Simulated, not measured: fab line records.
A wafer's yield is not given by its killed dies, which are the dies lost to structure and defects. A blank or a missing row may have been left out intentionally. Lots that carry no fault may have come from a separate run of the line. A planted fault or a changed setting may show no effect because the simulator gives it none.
Lot-split experiment | flow sfq_line | route with 325 steps; 5 lots, 21 wafers read

== ON THE SPLIT ==
At SFQ_TRILAYER_M7_ETCH_METAL_ETCH_180 (etches Nb in Cl2/Ar, stops on SiO2, target depth 240 nm, time 120 s), the setting time_s was moved away from the recipe's 120 s on 5 of the 21 wafers read, by -37.6% to -20.0%. This setting was run at the recipe's value on the other wafers.

The reading is taken at the split's own step.

== THE READING ==
M7.feature_depth_nm (the simulator's own value, which no gauge read), in nm, at SFQ_TRILAYER_M7_ETCH_METAL_ETCH_180 (etches Nb in Cl2/Ar, stops on SiO2, target depth 240 nm, time 120 s). The file does not state a usual value for it. Across the 16 wafers here that went through the recipe, the average is 200.9 nm and the standard deviation 1.2 nm.

wafer  | tool, chamber at the split | time_s as run, s | against the recipe | M7.feature_depth_nm, nm | against lot-mates on the recipe
L075.2 | rie_metal-01, 1            | 96.01            | -20.0%             | 191.8                   | -6.0
L075.5 | rie_metal-01, 1            | 120              | recipe             | 197.8                   | -
L075.6 | rie_metal-01, 0            | 96.01            | -20.0%             | 189.7                   | -8.1
L078.1 | rie_metal-02, 0            | 74.91            | -37.6%             | 150.3                   | -51.1
L078.2 | rie_metal-02, 1            | 120              | recipe             | 202.1                   | -
L078.3 | rie_metal-02, 1            | 120              | recipe             | 200.5                   | -
L078.4 | rie_metal-02, 0            | 74.91            | -37.6%             | 150.1                   | -51.3
L078.5 | rie_metal-02, 1            | 120              | recipe             | 201.6                   | -
L078.6 | rie_metal-02, 0            | 74.91            | -37.6%             | 149.7                   | -51.7
L081.1 | rie_metal-01, 1            | 120              | recipe             | 200.5                   | -
L081.3 | rie_metal-01, 1            | 120              | recipe             | 201.8                   | -
L081.4 | rie_metal-01, 0            | 120              | recipe             | 201.3                   | -
L082.3 | rie_metal-03, 1            | 120              | recipe             | 200.8                   | -
L082.4 | rie_metal-03, 0            | 120              | recipe             | 202.7                   | -
L082.5 | rie_metal-03, 0            | 120              | recipe             | 199                     | -
L085.1 | rie_metal-03, 0            | 120              | recipe             | 201.4                   | -
L085.2 | rie_metal-03, 0            | 120              | recipe             | 199.7                   | -
L085.3 | rie_metal-03, 0            | 120              | recipe             | 202.2                   | -
L085.4 | rie_metal-03, 0            | 120              | recipe             | 200.7                   | -
L085.5 | rie_metal-03, 0            | 120              | recipe             | 201                     | -
L085.6 | rie_metal-03, 0            | 120              | recipe             | 201.7                   | -

THE FIT
A straight line over all 21 wafers: M7.feature_depth_nm changes by +1.24 nm for each +1% of time_s; r = +0.96; the points scatter about the line by 5.1 nm.
The same after taking each lot's own level away (the mean of its wafers on the recipe; 21 wafers): +1.24 nm for each +1%; r = +0.95; scatter 6 nm.
According to that fit, moving time_s by its largest amount changes the reading by 46 nm.
The span of the lots' own levels, 197.80 to 201.40 nm, comes to 3.0 times the standard deviation stated above.
The two slopes are in agreement: the lot-to-lot level therefore moves the slope only a little.
Check: for one of the wafers moved furthest among these (-37.6%), held out of the fit, the line's prediction against its lot-mates is -43.2 nm. Against them it came out at -51.1 nm.

== ADDITIONAL SPLITS CARRIED BY THESE WAFERS ==
Before the reading, these wafers also passed through other splits. Each is held against what the fit with the lots' levels taken away leaves over:
other split on the same wafers                | wafers away from the commonest value | r with M7.feature_depth_nm (lot level and that fit taken away)
SFQ_TRILAYER_C5_BARC_OPEN_VIA_ETCH_210 time_s | 9                                    | -0.04
SFQ_TRILAYER_M7_DEP_SPUTTER_175 time_s        | 0                                    | -

== THE WHOLE CHAIN: every reading that the file lists as answering this split, in the file's order ==
step                                | what it does                                                        | reading                                                                                   | change (the file's fit)              | r (the file's)
SFQ_TRILAYER_M7_ETCH_METAL_ETCH_180 | etches Nb in Cl2/Ar, stops on SiO2, target depth 240 nm, time 120 s | KrF_of_TRILAYER_M7_LITHO_COAT_177.thk_nm (the simulator's own value, which no gauge read) | -1.36 nm for each +1% of the setting | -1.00
SFQ_TRILAYER_M7_ETCH_METAL_ETCH_180 | etches Nb in Cl2/Ar, stops on SiO2, target depth 240 nm, time 120 s | etch.depth_nm (the simulator's own value, which no gauge read)                            | +1.25 nm for each +1% of the setting | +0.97
SFQ_TRILAYER_M7_ETCH_METAL_ETCH_180 | etches Nb in Cl2/Ar, stops on SiO2, target depth 240 nm, time 120 s | M7.feature_depth_nm (the simulator's own value, which no gauge read)                      | +1.25 nm for each +1% of the setting | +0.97

== FILE'S OWN FIT ==
M7.feature_depth_nm changes by +1.25 nm for each +1% of time_s, r = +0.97.
